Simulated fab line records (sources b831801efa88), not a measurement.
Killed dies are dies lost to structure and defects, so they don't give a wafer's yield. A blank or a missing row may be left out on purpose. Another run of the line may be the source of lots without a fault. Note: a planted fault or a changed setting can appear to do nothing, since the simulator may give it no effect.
Which tool is to blame? ; flow gf180mcu ; 36 wafers from 12 lots sampled at 4 of the route's 602 steps

== WHAT EACH GAUGE READ, for each wafer ==
GF_V1_OVL_MEAS_15. Usual: V1_OVL -3 nm, standard deviation 5.
lot;measured;on;V1_OVL (nm);flag
L306;day 18 08:23;overlay-01;-3 -13 -14;
L309;day 19 23:50;overlay-02;2 -10 -4;
L308;day 20 04:47;overlay-01;0 0 -6;
L310;day 20 11:53;overlay-02;3 -8 -2;
L312;day 21 06:50;overlay-01;-2 3 -1;
L313;day 22 06:04;overlay-01;-3 -3 -8;
L314;day 22 06:08;overlay-01;-9 -4 2;
L320;day 23 17:56;overlay-02;-8 4 -6;
L322;day 24 13:47;overlay-02;7 6 1;
L324;day 25 08:47;overlay-01;-5 -13 -4;
L328;day 26 10:56;overlay-02;-12 -12 -10;
L329;day 26 15:47;overlay-02;-3 0 -3;

== WHICH TOOL RAN EACH LOT (tool, then ch and the chambers of the sampled wafers, then the start) ==
lot;GF_CONTACT_ETCH_17;GF_CONTACT_STRIP_18;GF_M1_METAL_ETCH_16
L306;rie_diel-01 ch 0,1,3, day 16 07:00;plasma_asher-04 ch 0,1, day 16 07:41;rie_metal-04 ch 0,1, day 17 07:50
L309;rie_diel-01 ch 0,1,3, day 17 19:00;plasma_asher-02 ch 0, day 17 19:58;rie_metal-04 ch 0,1, day 18 21:11
L308;rie_diel-04 ch 0,2,3, day 18 00:00;plasma_asher-04 ch 0,1, day 18 00:55;rie_metal-01 ch 0,1, day 19 02:01
L310;rie_diel-01 ch 0,1,3, day 18 07:00;plasma_asher-04 ch 1, day 18 07:31;rie_metal-04 ch 0,1, day 19 09:44
L312;rie_diel-02 ch 0,2,3, day 19 03:00;plasma_asher-04 ch 0,1, day 19 03:14;rie_metal-01 ch 0,1, day 20 05:43
L313;rie_diel-02 ch 2,3, day 20 01:00;plasma_asher-03 ch 0,1, day 20 01:54;rie_metal-01 ch 1, day 21 03:50
L314;rie_diel-01 ch 0,1,3, day 20 02:00;plasma_asher-02 ch 0,1, day 20 02:14;rie_metal-03 ch 0,1, day 21 04:16
L320;rie_diel-02 ch 0,1,3, day 21 17:00;plasma_asher-04 ch 0,1, day 21 17:35;rie_metal-03 ch 1, day 22 17:50
L322;rie_diel-01 ch 0,2,3, day 22 13:00;plasma_asher-02 ch 0,1, day 22 13:46;rie_metal-04 ch 0,1, day 23 14:01
L324;rie_diel-04 ch 0,1,2, day 23 08:00;plasma_asher-04 ch 0,1, day 23 08:30;rie_metal-03 ch 0,1, day 24 09:14
L328;rie_diel-02 ch 1,3, day 24 11:00;plasma_asher-03 ch 0,1, day 24 11:40;rie_metal-04 ch 0,1, day 25 11:11
L329;rie_diel-01 ch 1,2,3, day 24 17:00;plasma_asher-04 ch 1, day 24 17:53;rie_metal-03 ch 0,1, day 25 16:52
- GF_CONTACT_ETCH_17: etches SiO2 in C4F8/O2/Ar, stops on CoSi2, target depth 860 nm.
- GF_CONTACT_STRIP_18: strips in O2/N2.
- GF_M1_METAL_ETCH_16: etches the open film in Cl2/BCl3, stops on SiO2, target depth 750.8 nm, time 125.1 s.

== WHAT THE TOOLS THEMSELVES READ (means of the sampled wafers that have a number; where no wafer has one, the mark that the record gives instead) ==
GF_CONTACT_ETCH_17. Usual: bias_w 1200 W, standard deviation 3.7; oes_product_au 0.814 a.u., standard deviation 0.0047.
lot;tool;bias_w (W);oes_product_au (a.u.);flag
L306;rie_diel-01;1202;0.812;
L309;rie_diel-01;1202;0.815;
L308;rie_diel-04;1202;0.814;
L310;rie_diel-01;1196;0.814;
L312;rie_diel-02;1198;0.811;
L313;rie_diel-02;1202;0.813;
L314;rie_diel-01;1200;0.815;
L320;rie_diel-02;1199;0.815;
L322;rie_diel-01;1200;0.816;
L324;rie_diel-04;1203;0.816;
L328;rie_diel-02;1199;0.818;
L329;rie_diel-01;1201;0.816;

GF_CONTACT_STRIP_18. Usual: drypump_motor_current_A 5.5 A, standard deviation 0.37; heater_power_w 355 W, standard deviation 33; oes_product_au 0.581 a.u., standard deviation 0.0049; platen_temp_c 250.00 C, standard deviation 0.16.
lot;tool;drypump_motor_current_A (A);heater_power_w (W);oes_product_au (a.u.);platen_temp_c (C);flag
L306;plasma_asher-04;5.3;364;0.583;250.08;
L309;plasma_asher-02;5.6;326;0.577;249.77;
L308;plasma_asher-04;5.4;382;0.588;249.94;
L310;plasma_asher-04;5.6;387;0.580;249.91;
L312;plasma_asher-04;5.4;377;0.582;249.98;
L313;plasma_asher-03;5.6;369;0.581;250.02;
L314;plasma_asher-02;5.7;324;0.577;249.99;
L320;plasma_asher-04;5.4;378;0.589;250.04;
L322;plasma_asher-02;5.7;330;0.582;250.10;
L324;plasma_asher-04;5.4;378;0.584;249.99;
L328;plasma_asher-03;5.2;333;0.577;250.18;
L329;plasma_asher-04;5.6;385;0.583;249.88;

GF_M1_METAL_ETCH_16. Usual: bias_w 140.1 W, standard deviation 0.43; drypump_motor_current_A 6.0 A, standard deviation 0.48; oes_product_au 0.991 a.u., standard deviation 0.006; throttle_valve_pct 28.230 %, standard deviation 0.0097.
lot;tool;bias_w (W);drypump_motor_current_A (A);oes_product_au (a.u.);throttle_valve_pct (%);flag
L306;rie_metal-04;139.9;5.8;0.992;28.230;
L309;rie_metal-04;139.7;5.6;0.992;28.225;
L308;rie_metal-01;140.3;6.4;0.992;28.225;
L310;rie_metal-04;140.1;5.6;0.997;28.226;
L312;rie_metal-01;139.9;6.5;0.993;28.227;
L313;rie_metal-01;140.6;6.2;0.992;28.238;
L314;rie_metal-03;139.8;5.8;0.989;28.237;
L320;rie_metal-03;140.5;5.6;0.996;28.222;
L322;rie_metal-04;140.0;5.8;0.987;28.240;
L324;rie_metal-03;139.9;5.9;0.988;28.232;
L328;rie_metal-04;139.9;5.6;0.991;28.229;
L329;rie_metal-03;140.6;5.7;0.990;28.219;

== THE ANSWER, worked out from the rows above alone ==
Rule: a lot is off if the mean of its wafers that have a number lies more than 3 standard deviations from the usual mean. A lot without any number at a reading at which 4 lots or more have one is off too. All remaining lots with rows at the step are treated as sound. First the gauges in route order, then the tools' own readings, where a lot's mean is used as printed above. At the first step where some lot is off, the reading lying furthest off is the one used; lots without a number count as furthest.
No lot is off on any of the readings shown, so nothing can be concluded from this.

== WHAT THE SIMULATOR HAD PUT IN ==
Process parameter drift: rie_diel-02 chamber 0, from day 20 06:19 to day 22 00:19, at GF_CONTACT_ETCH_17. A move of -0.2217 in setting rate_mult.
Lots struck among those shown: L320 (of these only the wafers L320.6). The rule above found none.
